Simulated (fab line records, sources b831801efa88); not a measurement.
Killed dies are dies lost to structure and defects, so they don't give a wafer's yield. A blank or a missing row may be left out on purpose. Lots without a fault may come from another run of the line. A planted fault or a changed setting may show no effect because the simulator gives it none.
A struck lot beside a sound one | flow sfq_line | 14 steps out of a route of 325
Sound: wafers L558.3, L558.5, L558.6. Struck: wafers L567.2, L567.3, L567.4. The cause comes at the end.
At each step with rows: each side's tool, then ch and its chambers, then its first start. Under that, the readings that differ: sound wafers | struck wafers | difference of the means | sigmas: that difference in standard deviations of wafers without a fault.
alike: readings whose means differ by less than 2 such deviations, and words and numbers that are the same on both sides. not compared: withheld readings, readings that some wafer has no value for, bounds like >300 that may hide the same value, and numbers for which the record gives no deviation and whose values overlap.
The two part at a step that has a row with sigmas, a row that says differs or no value, or rows on one side only. Numbers that don't overlap but have no deviation are shown without sigmas and don't part them. A reading that every wafer of one side lacks parts them only if that side has two wafers or more.

SFQ_TRILAYER_M7_ETCH_METAL_ETCH_180: etches Nb in Cl2/Ar, stops on SiO2, target depth 240 nm, time 120 s.
  sound on rie_metal-02 ch 0,1, day 68 11:08; struck on rie_metal-03 ch 0,1, day 74 20:28
  alike: drypump_motor_current_A, oes_product_au
  not compared: rf_hours_counter_h
SFQ_TRILAYER_M7_STRIP_STRIP_181: strips in O2.
  sound on rie_metal-02 ch 0,1, day 68 11:25; struck on rie_metal-03 ch 0,1, day 74 20:38
  alike: drypump_motor_current_A, oes_product_au
  not compared: rf_hours_counter_h
then, 1 step without rows for these wafers: SFQ_TRILAYER_M7_STRIP_SOLV_CLEAN_182 (cleans in NMP, time 600 s).
SFQ_TRILAYER_I7_DEP_PECVD_183: deposits SiO2 from SiH4/N2O, time 111.11 s, target thk 500 nm.
  sound on pecvd-02 ch 0,1, day 68 11:59; struck on pecvd-01 ch 0,1,2, day 74 21:36
  alike: heater_power_w, throttle_valve_pct
SFQ_TRILAYER_I7_CMP_CMP_184: polishes SiO2.
  sound on cmp-02 ch 0,1,2, day 68 15:31; struck on cmp-02 ch 0,1,3, day 75 00:16
  alike: motor_current_A, time_to_endpoint_s
SFQ_I7_BOW_MEAS_946:
  sound on film_metro-04, day 68 17:04; struck on film_metro-03, day 75 03:17
  alike: I7_BOW
SFQ_TRILAYER_I7_METRO_MEASURE_185:
  sound on film_metro-04, day 68 17:32; struck on film_metro-03, day 75 03:35
  alike: thk_nm
then, 5 steps without rows for these wafers: SFQ_TRILAYER_I7_VIA_LITHO_COAT_192 (resist thk 62 nm); SFQ_TRILAYER_I7_VIA_LITHO_COAT_187 (resist thk 650 nm); SFQ_TRILAYER_I7_VIA_LITHO_SOFTBAKE_191; SFQ_TRILAYER_I7_VIA_LITHO_EXPOSE_188 (exposes mask I7, target cd 1000 nm); SFQ_TRILAYER_I7_VIA_LITHO_PEB_190 (peb time 60 s).
-- the record jumps here: 3 days lie between the struck wafers' starts before and after --
SFQ_TRILAYER_I7_VIA_LITHO_DEVELOP_189: time 60 s.
  sound on litho_track-01 ch 0, day 68 23:01; struck on litho_track-01, day 78 01:10
  no value came back on the struck wafers for chill_plate_temp_C (C), exhaust_pa (Pa), time_s (s); on the sound wafers chill_plate_temp_C (C) reads 22.93 22.99 23.02
  reading                                                 | sound             | struck            | difference | sigmas
  model.KrF_of_TRILAYER_I7_VIA_LITHO_COAT_187.thk_nm (nm) | 624.5 624.9 623.7 | 650.5 650.8 650.2 | +26.1      |
SFQ_I7_OVL_MEAS_947:
  sound on overlay-01, day 68 23:08; struck on overlay-02, day 78 01:19
  reading     | sound | struck | difference                    | sigmas
  I7_OVL (nm) | 3 2 2 | - - -  | no value on the struck wafers |

WHERE THEY PART
First at SFQ_TRILAYER_I7_VIA_LITHO_DEVELOP_189; last, within this record, at SFQ_I7_OVL_MEAS_947.

WHY: what the simulator had put in
Skipped step whole: litho_track-01, from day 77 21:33 on, at SFQ_TRILAYER_I7_VIA_LITHO_DEVELOP_189. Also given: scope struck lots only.
